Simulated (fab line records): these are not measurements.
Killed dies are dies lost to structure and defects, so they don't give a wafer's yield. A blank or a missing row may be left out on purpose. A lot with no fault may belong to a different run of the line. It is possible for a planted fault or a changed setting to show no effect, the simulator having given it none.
Struck lot and sound lot, side by side -- flow sky130 -- 43 steps out of a route of 708
Sound: wafers L336.1, L336.2, L336.6. Struck: wafer L337.6 (left out: L337.2, L337.3 of the same lot, which were not struck); the cause appears at the end.
Per side, at each step with rows, come the tool, then ch with its chambers, and then its first start. Under that, the readings that differ: sound wafers -- struck wafers -- difference of the means -- sigmas: that difference in standard deviations of wafers without a fault.
alike: a reading whose means differ by less than 2 such deviations, as well as words and numbers matching on both sides. not compared: withheld readings; readings where some wafer has no value; bounds like >300 that might hide an equal value; numbers whose values overlap and for which the record gives no deviation.
Wherever a step has rows on one side only, a row that says differs or no value, or a row with sigmas, the two part there. When numbers do not overlap yet have no deviation, they are printed without sigmas and do not part them. A reading that every wafer of one side lacks parts them only if that side has two wafers or more.

first, 4 steps without rows for these wafers: SKY_LI_CONTACT_SOFTBAKE_08 (time 90 s); SKY_LI_CONTACT_EXPOSE_09 (exposes mask LICM1, target cd 170 nm); SKY_LI_CONTACT_PEB_10; SKY_LI_CONTACT_DEVELOP_11 (develop time 60 s).
SKY_LI_CONTACT_CD_MEAS_12: the cd target is 170 nm.
  sound on cd-sem-01 at day 31 07:04; struck on cd-sem-01 at day 31 14:04
  alike: cd-nm
SKY_LI_CONTACT_OVL_MEAS_13:
  sound on overlay-01 at day 31 07:11; struck on overlay-01 at day 31 14:10
  alike: LI_CONTACT_OVL
then, 1 step without rows for these wafers: SKY_LI_CONTACT_ETCH_14 (etches BARC in N2/H2, stops on SiO2, time 45.9 s, target depth 60 nm).
SKY_LI_CONTACT_ETCH_15: etches PSG in C4F8/O2/Ar, stops on Si, target depth 600 nm.
  sound on rie-diel-01 ch 0,3, day 31 07:16; struck on rie-diel-03 ch 1, day 31 14:14
  alike: oes-product-au
then, 4 steps without rows for these wafers: SKY_LI_CONTACT_STRIP_16 (strips in O2/N2); SKY_LI_CONTACT_CLEAN_17 (cleans in NMP, time 600 s); SKY_LI_CONTACT_PRE_CLEAN_18 (time 5.6 s); SKY_LI_CONTACT_SPUTTER_19 (material Ti, target thk 20 nm, time 106.37 s).
SKY_LI_CONTACT_SPUTTER_20: material TiN, target thk 20 nm, time 80 s.
  sound on pvd-sputter-03 at day 31 07:43; struck on pvd-sputter-02 at day 31 14:44
  alike: throttle-valve-pct
then, 1 step without rows for these wafers: SKY_LI_CONTACT_CVD_21 (deposits W, target thk 400 nm, time 120.56 s).
SKY_LI_CONTACT_RS_MEAS_22: a four-point-probe measurement.
  sound on film-metro-02 at day 31 07:55; struck on film-metro-01 at day 31 14:56
reading,sound,struck,difference,sigmas
LI_CONTACT_W_RS (ohm/sq),0.286 0.287 0.289,0.280,-0.007,-2
SKY_LI_CONTACT_THK_MEAS_23: measures by xrf.
  sound on film-metro-02 at day 31 08:02; struck on film-metro-01 at day 31 15:03
reading,sound,struck,difference,sigmas
LI_CONTACT_W_THK (nm),391 390 385,400,+11,+2
SKY_LI_CONTACT_CMP_24: polishes, stops on PSG, t overpolish 20 s, target thk 0 nm.
  sound on cmp-02 ch 0,2,3, day 31 08:08; struck on cmp-02 ch 3, day 31 15:06
  alike: motor-current-A, overpolish-run-s, platen-rpm, time-to-endpoint-s
SKY_LOCAL_INTERCONNECT_SPUTTER_00: material TiN, target thk 100 nm, time 83.3 s.
  sound on pvd-sputter-01 at day 31 08:23; struck on pvd-sputter-03 at day 31 15:24
  alike: throttle-valve-pct
SKY_LOCAL_INTERCONNECT_RS_MEAS_01: a four-point-probe measurement.
  sound on film-metro-02 at day 31 08:27; struck on film-metro-01 at day 31 15:29
  alike: LOCAL_INTERCONNECT_TIN_RS
SKY_LOCAL_INTERCONNECT_THK_MEAS_02: measures by xrf.
  sound on film-metro-02 at day 31 08:34; struck on film-metro-01 at day 31 15:35
  alike: LOCAL_INTERCONNECT_TIN_THK
then, 8 steps without rows for these wafers: SKY_LOCAL_INTERCONNECT_DEHYDRATE_03 (time 60 s); SKY_LOCAL_INTERCONNECT_HMDS_04 (prime time 60 s); SKY_LOCAL_INTERCONNECT_COAT_05 (resist thk 60 nm); SKY_LOCAL_INTERCONNECT_COAT_06 (resist thk 450 nm); SKY_LOCAL_INTERCONNECT_SOFTBAKE_07 (time 90 s); SKY_LOCAL_INTERCONNECT_EXPOSE_08 (exposes mask LI1M, target cd 170 nm); SKY_LOCAL_INTERCONNECT_PEB_09; SKY_LOCAL_INTERCONNECT_DEVELOP_10 (develop time 60 s).
SKY_LOCAL_INTERCONNECT_CD_MEAS_11: the cd target is 170 nm.
  sound on cd-sem-02 at day 32 12:22; struck on cd-sem-01 at day 32 18:54
  alike: cd-nm
SKY_LOCAL_INTERCONNECT_OVL_MEAS_12:
  sound on overlay-01 at day 32 12:29; struck on overlay-01 at day 32 19:00
  alike: LOCAL_INTERCONNECT_OVL
SKY_LOCAL_INTERCONNECT_ETCH_13: etches BARC in N2/H2, stops on SiO2, time 45.9 s, target depth 60 nm.
  sound on rie-metal-01 ch 0,1, day 32 12:31; struck on rie-metal-04 ch 1, day 32 19:04
  alike: drypump-motor-current-A, oes-product-au, throttle-valve-pct
  not compared: rf-hours-counter-h
then, 5 steps without rows for these wafers: SKY_LOCAL_INTERCONNECT_METAL_ETCH_14 (etches TiN in Cl2/BCl3, stops on PSG, target depth 110 nm, time 31.4 s); SKY_LOCAL_INTERCONNECT_STRIP_15 (strips in O2/N2); SKY_LOCAL_INTERCONNECT_STRIP_16 (strips in post etch residue remover, time 1200 s); SKY_LOCAL_INTERCONNECT_CLEAN_17 (cleans in IPA, time 180 s); SKY_LOCAL_INTERCONNECT_CLEAN_18 (cleans in O3/DIW).
SKY_CONTACT_CVD_00: deposits Si3N4, target thk 75 nm.
  sound on pecvd-04 ch 1,2, day 32 13:14; struck on pecvd-04 ch 0, day 32 19:52
  alike: heater-power-w
SKY_CONTACT_THK_MEAS_01:
  sound on film-metro-03 at day 32 13:16; struck on film-metro-03 at day 32 19:54
reading,sound,struck,difference,sigmas
CONTACT_CVD_00_THK (nm),73.2 74.0 74.5,76.4,+2.5,+3
then, 1 step without rows for these wafers: SKY_CONTACT_HDPCVD_02 (deposits SiO2, target thk 565 nm, time 94.2 s).
SKY_CONTACT_THK_MEAS_03:
  sound on film-metro-02 at day 32 13:23; struck on film-metro-04 at day 32 20:04
  alike: CONTACT_HDPCVD_THK
then, 1 step without rows for these wafers: SKY_CONTACT_CMP_04 (polishes SiO2).
SKY_CONTACT_BOW_MEAS_05:
  sound on film-metro-03 at day 32 13:47; struck on film-metro-02 at day 32 20:32
  alike: CONTACT_BOW
-- the record jumps here: 15 days lie between the struck wafers' starts before and after (it left off in module CONTACT and takes up again in module PAD_OPEN, whose first step shown is number 708 of the route) --
SKY_PAD_OPEN_PROBE_99:
  sound on prober-02 at day 47 11:03; struck on prober-01 at day 47 15:55
reading,sound,struck,difference,sigmas
killed-at-contacts,24 20 23,45,+23,+4
killed-at-front-end,18 26 16,9,-11,-2
killed-on-rim,20 16 16,27,+10,+3
killed-open,53 52 49,31,-20,-3
  alike: killed_at_M0_to_M3, killed_at_M4_up, killed-at-other, killed-dies, killed-short

## WHERE THEY PART
First at SKY_LI_CONTACT_RS_MEAS_22; last, within this record, at SKY_PAD_OPEN_PROBE_99.

WHY: the cause the simulator had injected
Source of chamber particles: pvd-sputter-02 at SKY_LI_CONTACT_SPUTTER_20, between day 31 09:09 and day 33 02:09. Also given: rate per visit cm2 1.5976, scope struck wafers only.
